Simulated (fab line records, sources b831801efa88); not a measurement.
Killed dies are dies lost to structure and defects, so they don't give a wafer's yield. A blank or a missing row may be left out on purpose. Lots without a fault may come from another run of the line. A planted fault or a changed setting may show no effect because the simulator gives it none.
Which tool did it? | flow gf180mcu | 6 lots, 18 wafers sampled, at 3 steps of a route of 602

WHAT THE GAUGES READ, wafer by wafer
GF_MVSD_TW_MEAS_11.
lot  | measured    | on            | MVSD_TW
L517 | day 4 22:26 | film_metro-04 | 1574 1580 1572
L526 | day 7 04:03 | film_metro-01 | 1596 1587 1594
L529 | day 7 20:01 | film_metro-01 | 1766 1765 1764
L533 | day 8 22:28 | film_metro-04 | 1591 1578 1588
L535 | day 9 06:47 | film_metro-01 | 1589 1589 1588
L537 | day 9 21:58 | film_metro-04 | 1587 1584 1585

WHICH TOOL RAN EACH LOT (tool, then ch and the chambers of the sampled wafers, then the start)
lot  | GF_STI_CMP_25                | GF_MVSD_IMPLANT_08
L517 | cmp-01 ch 0,1,3, day 2 13:40 | implanter-03 ch 0, day 4 22:02
L526 | cmp-02 ch 2,3, day 4 12:17   | implanter-01 ch 0, day 7 03:41
L529 | cmp-01 ch 1,2, day 5 04:50   | implanter-01 ch 0, day 7 19:37
L533 | cmp-01 ch 0,3, day 6 01:50   | implanter-04 ch 0, day 8 22:04
L535 | cmp-02 ch 0,3, day 6 11:07   | implanter-04 ch 0, day 9 06:25
L537 | cmp-02 ch 0,2,3, day 6 23:56 | implanter-04 ch 0, day 9 21:34
- GF_STI_CMP_25: polishes, stops on Si3N4, t overpolish 33 s, target thk 524.6 nm.
- GF_MVSD_IMPLANT_08

THE ANSWER, worked out from the rows above alone
Rule: what is usual is taken from the lots themselves. Put in order of their means at a reading, lots are off if they are a third of the lots or fewer, leave a main group of 4 or more, and stand apart from it by a gap of 3 or more times the standard deviation of the main group's means; of several such gaps the widest counts. A main group whose means are all the same, to the digits that the tables above print for the reading, isn't used. A lot without any number at a reading at which 4 lots or more have one is off too. The other lots that the step has rows for count as sound.
Off: L529, at GF_MVSD_TW_MEAS_11 (MVSD_TW). The main group: mean 1585, standard deviation 5.7.
A tool fits if, at a process step before that reading, it ran every lot that is off, and no sound lot after the first of them. The gauges at GF_MVSD_TW_MEAS_11 are tried like those tools. One fits: implanter-01 at GF_MVSD_IMPLANT_08. Its last sound lot is L526 (day 7 03:41), its first lot that is off L529 (day 7 19:37): a fault that began between those two fits.

WHAT THE SIMULATOR HAD PUT IN
Process parameter drift: implanter-01, from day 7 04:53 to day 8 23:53, at GF_MVSD_IMPLANT_08. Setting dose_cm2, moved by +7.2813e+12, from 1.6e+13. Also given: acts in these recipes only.
Lots struck among those shown: L529. The rule above found the same.
